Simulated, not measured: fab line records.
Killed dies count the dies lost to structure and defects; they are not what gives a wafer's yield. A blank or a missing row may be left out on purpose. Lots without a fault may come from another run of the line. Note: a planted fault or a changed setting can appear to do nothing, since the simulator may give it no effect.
Split-lot study || flow sky130 || 5 lots, 23 wafers read, on a route of 708 steps

ON THE SPLIT
At SKY_METAL5_SPUTTER_00 (material Ti, target thk 15 nm, time 10 s), the setting time_s was moved away from the recipe's 10 s on 9 of the 23 wafers read, by -10.3% to +9.7%. For the rest of the wafers, this setting stayed at what the recipe calls for.

The reading is taken at the split's own step.

THE READING
Ti_of_METAL5_SPUTTER_00.thk_nm (the simulator's own value, which no gauge read), in nm, at SKY_METAL5_SPUTTER_00 (material Ti, target thk 15 nm, time 10 s). The file gives no usual value for it. The 14 wafers here that ran the recipe average 15.04 nm, standard deviation 0.17 nm.

{"wafer": "L075.1", "tool, chamber at the split": "pvd_sputter-04, -", "time_s as run, s": 10.79, "against the recipe": "+7.9%", "Ti_of_METAL5_SPUTTER_00.thk_nm, nm": 16.52, "against lot-mates on the recipe": "+1.37"}
{"wafer": "L075.2", "tool, chamber at the split": "pvd_sputter-04, -", "time_s as run, s": 10, "against the recipe": "recipe", "Ti_of_METAL5_SPUTTER_00.thk_nm, nm": 15.11, "against lot-mates on the recipe": "-"}
{"wafer": "L075.3", "tool, chamber at the split": "pvd_sputter-04, -", "time_s as run, s": 10.79, "against the recipe": "+7.9%", "Ti_of_METAL5_SPUTTER_00.thk_nm, nm": 16.46, "against lot-mates on the recipe": "+1.31"}
{"wafer": "L075.4", "tool, chamber at the split": "pvd_sputter-04, -", "time_s as run, s": 10, "against the recipe": "recipe", "Ti_of_METAL5_SPUTTER_00.thk_nm, nm": 15.08, "against lot-mates on the recipe": "-"}
{"wafer": "L075.5", "tool, chamber at the split": "pvd_sputter-04, -", "time_s as run, s": 10, "against the recipe": "recipe", "Ti_of_METAL5_SPUTTER_00.thk_nm, nm": 15.26, "against lot-mates on the recipe": "-"}
{"wafer": "L078.2", "tool, chamber at the split": "pvd_sputter-04, -", "time_s as run, s": 9.146, "against the recipe": "-8.5%", "Ti_of_METAL5_SPUTTER_00.thk_nm, nm": 13.56, "against lot-mates on the recipe": -1.48}
{"wafer": "L078.3", "tool, chamber at the split": "pvd_sputter-04, -", "time_s as run, s": 10, "against the recipe": "recipe", "Ti_of_METAL5_SPUTTER_00.thk_nm, nm": 14.8, "against lot-mates on the recipe": "-"}
{"wafer": "L078.4", "tool, chamber at the split": "pvd_sputter-04, -", "time_s as run, s": 9.146, "against the recipe": "-8.5%", "Ti_of_METAL5_SPUTTER_00.thk_nm, nm": 13.77, "against lot-mates on the recipe": -1.27}
{"wafer": "L078.5", "tool, chamber at the split": "pvd_sputter-04, -", "time_s as run, s": 10, "against the recipe": "recipe", "Ti_of_METAL5_SPUTTER_00.thk_nm, nm": 15.1, "against lot-mates on the recipe": "-"}
{"wafer": "L078.6", "tool, chamber at the split": "pvd_sputter-04, -", "time_s as run, s": 10, "against the recipe": "recipe", "Ti_of_METAL5_SPUTTER_00.thk_nm, nm": 15.23, "against lot-mates on the recipe": "-"}
{"wafer": "L079.2", "tool, chamber at the split": "pvd_sputter-03, -", "time_s as run, s": 10, "against the recipe": "recipe", "Ti_of_METAL5_SPUTTER_00.thk_nm, nm": 14.94, "against lot-mates on the recipe": "-"}
{"wafer": "L079.3", "tool, chamber at the split": "pvd_sputter-03, -", "time_s as run, s": 10.97, "against the recipe": "+9.7%", "Ti_of_METAL5_SPUTTER_00.thk_nm, nm": 16.3, "against lot-mates on the recipe": "+1.44"}
{"wafer": "L079.4", "tool, chamber at the split": "pvd_sputter-03, -", "time_s as run, s": 10, "against the recipe": "recipe", "Ti_of_METAL5_SPUTTER_00.thk_nm, nm": 14.84, "against lot-mates on the recipe": "-"}
{"wafer": "L079.5", "tool, chamber at the split": "pvd_sputter-03, -", "time_s as run, s": 10, "against the recipe": "recipe", "Ti_of_METAL5_SPUTTER_00.thk_nm, nm": 14.79, "against lot-mates on the recipe": "-"}
{"wafer": "L079.6", "tool, chamber at the split": "pvd_sputter-03, -", "time_s as run, s": 10.97, "against the recipe": "+9.7%", "Ti_of_METAL5_SPUTTER_00.thk_nm, nm": 16.44, "against lot-mates on the recipe": "+1.58"}
{"wafer": "L080.2", "tool, chamber at the split": "pvd_sputter-04, -", "time_s as run, s": 8.968, "against the recipe": "-10.3%", "Ti_of_METAL5_SPUTTER_00.thk_nm, nm": 13.57, "against lot-mates on the recipe": -1.69}
{"wafer": "L080.3", "tool, chamber at the split": "pvd_sputter-04, -", "time_s as run, s": 10, "against the recipe": "recipe", "Ti_of_METAL5_SPUTTER_00.thk_nm, nm": 15.22, "against lot-mates on the recipe": "-"}
{"wafer": "L080.4", "tool, chamber at the split": "pvd_sputter-04, -", "time_s as run, s": 8.968, "against the recipe": "-10.3%", "Ti_of_METAL5_SPUTTER_00.thk_nm, nm": 13.8, "against lot-mates on the recipe": -1.46}
{"wafer": "L080.5", "tool, chamber at the split": "pvd_sputter-04, -", "time_s as run, s": 8.968, "against the recipe": "-10.3%", "Ti_of_METAL5_SPUTTER_00.thk_nm, nm": 13.48, "against lot-mates on the recipe": -1.78}
{"wafer": "L080.6", "tool, chamber at the split": "pvd_sputter-04, -", "time_s as run, s": 10, "against the recipe": "recipe", "Ti_of_METAL5_SPUTTER_00.thk_nm, nm": 15.3, "against lot-mates on the recipe": "-"}
{"wafer": "L084.1", "tool, chamber at the split": "pvd_sputter-04, -", "time_s as run, s": 10, "against the recipe": "recipe", "Ti_of_METAL5_SPUTTER_00.thk_nm, nm": 15.02, "against lot-mates on the recipe": "-"}
{"wafer": "L084.3", "tool, chamber at the split": "pvd_sputter-04, -", "time_s as run, s": 10, "against the recipe": "recipe", "Ti_of_METAL5_SPUTTER_00.thk_nm, nm": 14.93, "against lot-mates on the recipe": "-"}
{"wafer": "L084.6", "tool, chamber at the split": "pvd_sputter-04, -", "time_s as run, s": 10, "against the recipe": "recipe", "Ti_of_METAL5_SPUTTER_00.thk_nm, nm": 14.97, "against lot-mates on the recipe": "-"}

THE FIT
A straight line over all 23 wafers: Ti_of_METAL5_SPUTTER_00.thk_nm changes by +0.15 nm for each +1% of time_s; r = +0.98; the points scatter about the line by 0.18 nm.
The same after taking each lot's own level away (the mean of its wafers on the recipe; 23 wafers): +0.161 nm for each +1%; r = +0.99; scatter 0.11 nm.
The reading moves by 1.7 nm for the largest change in time_s, on that fit.
Measured against the standard deviation above, the lots' own levels, which go from 14.857 to 15.260 nm, span 2.4 times it.
Consequently the slope shifts little with the lot-to-lot level, the two slopes agreeing.
Check: with one of the wafers moved furthest among these (-10.3%) left out of the fit, the line predicts -1.65 nm for it against its lot-mates. Against them it came out at -1.69 nm.

FURTHER SPLITS ON THESE WAFERS
Other splits were also applied to these wafers ahead of the reading. Each is held against what the fit with the lots' levels taken away leaves over:
{"other split on the same wafers": "SKY_VIA3_CVD_21 pressure_torr", "wafers away from the commonest value": 15, "r with Ti_of_METAL5_SPUTTER_00.thk_nm (lot level and that fit taken away)": -0.01}
{"other split on the same wafers": "SKY_CAP2M_METAL_ETCH_13 icp_w", "wafers away from the commonest value": 10, "r with Ti_of_METAL5_SPUTTER_00.thk_nm (lot level and that fit taken away)": "+0.14"}
{"other split on the same wafers": "SKY_METAL4_COAT_08 resist_thk_nm", "wafers away from the commonest value": 7, "r with Ti_of_METAL5_SPUTTER_00.thk_nm (lot level and that fit taken away)": -0.11}
{"other split on the same wafers": "SKY_VIA4_CMP_02 leave_above_ref_nm", "wafers away from the commonest value": 9, "r with Ti_of_METAL5_SPUTTER_00.thk_nm (lot level and that fit taken away)": "+0.08"}
{"other split on the same wafers": "SKY_VIA4_ETCH_12 source_w", "wafers away from the commonest value": 9, "r with Ti_of_METAL5_SPUTTER_00.thk_nm (lot level and that fit taken away)": -0.04}

THE FILE'S OWN FIT
Ti_of_METAL5_SPUTTER_00.thk_nm changes by +0.161 nm for each +1% of time_s, r = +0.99.
